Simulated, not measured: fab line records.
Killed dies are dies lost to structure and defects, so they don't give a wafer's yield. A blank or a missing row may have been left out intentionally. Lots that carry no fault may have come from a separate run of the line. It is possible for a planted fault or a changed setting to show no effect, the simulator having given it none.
A struck lot beside a sound one :: flow sky130 :: 15 out of 708 route steps
Sound: these wafers, L987.2, L987.3, L987.6. Wafers L996.3, L996.4, L996.5 were the ones struck. At the end, the cause is stated.
Each step with rows lists, per side, the tool, then ch with its chambers, then its first start. Under that, the readings that differ: sound wafers :: struck wafers :: difference of the means :: sigmas: that difference in standard deviations of wafers without a fault.
alike: same words and numbers on both sides, and readings whose means sit less than 2 such deviations apart. not compared: any withheld reading, any reading some wafer has no value for, any bound like >300 that may hide the same value, and any number with overlapping values for which the record gives no deviation.
The two part at a step that has a row with sigmas, a row that says differs or no value, or rows on one side only. Numbers that have no deviation but don't overlap get no sigmas and don't part them. A reading that every wafer of one side lacks parts them only if that side has two wafers or more.

SKY_POLY_GATE_THK_MEAS_21:
  sound: film_metro-03 at day 18 20:31; struck: film_metro-03 at day 22 09:36
  alike: POLY_GATE_OXIDATION_THK
SKY_POLY_GATE_CD_MEAS_22:
  sound: cd_sem-01 at day 18 20:35; struck: cd_sem-01 at day 22 09:42
  alike: cd_nm
then, 7 steps without rows for these wafers: SKY_LDD_N_DEHYDRATE_00 (time 60 s); SKY_LDD_N_HMDS_01 (prime time 60 s); SKY_LDD_N_COAT_02 (resist thk 300 nm); SKY_LDD_N_SOFTBAKE_03 (time 60 s); SKY_LDD_N_EXPOSE_04 (exposes mask NTM, target cd 840 nm); SKY_LDD_N_PEB_05; SKY_LDD_N_DEVELOP_06 (develop time 60 s).
SKY_LDD_N_OVL_MEAS_07:
  sound: overlay-02 at day 20 02:25; struck: overlay-01 at day 23 15:55
  alike: LDD_N_OVL
then, 2 steps without rows for these wafers: SKY_LDD_N_IMPLANT_08; SKY_LDD_N_IMPLANT_09.
SKY_LDD_N_IMPLANT_10:
  sound on implanter-02 ch 0, day 20 02:46; struck on implanter-02 ch 0, day 23 16:18
reading: dose_ions_cm2
sound: 7.479e+13 7.5e+13 7.505e+13
struck: 7.317e+13 7.313e+13 7.308e+13
difference: -1.820e+12
sigmas: -20
then, 1 step without rows for these wafers: SKY_LDD_N_IMPLANT_11.
-- here the record skips 26 days between the struck wafers' starts before and after, leaving off in module LDD_N and picking up in module PAD_OPEN (first step shown: number 708 of the route) --
SKY_PAD_OPEN_PROBE_99:
  sound: prober-02 at day 47 13:45; struck: prober-01 at day 49 17:19
  alike: killed_at_M0_to_M3, killed_at_M4_up, killed_at_contacts, killed_at_front_end, killed_at_other, killed_dies, killed_open, killed_short

== WHERE THEY PART ==
SKY_LDD_N_IMPLANT_10 only, going by this record. Later steps at which nothing parts them and some readings are alike: SKY_PAD_OPEN_PROBE_99.

WHY: the cause the simulator had injected
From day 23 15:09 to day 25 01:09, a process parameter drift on implanter-02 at SKY_LDD_N_IMPLANT_10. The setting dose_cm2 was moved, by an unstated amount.
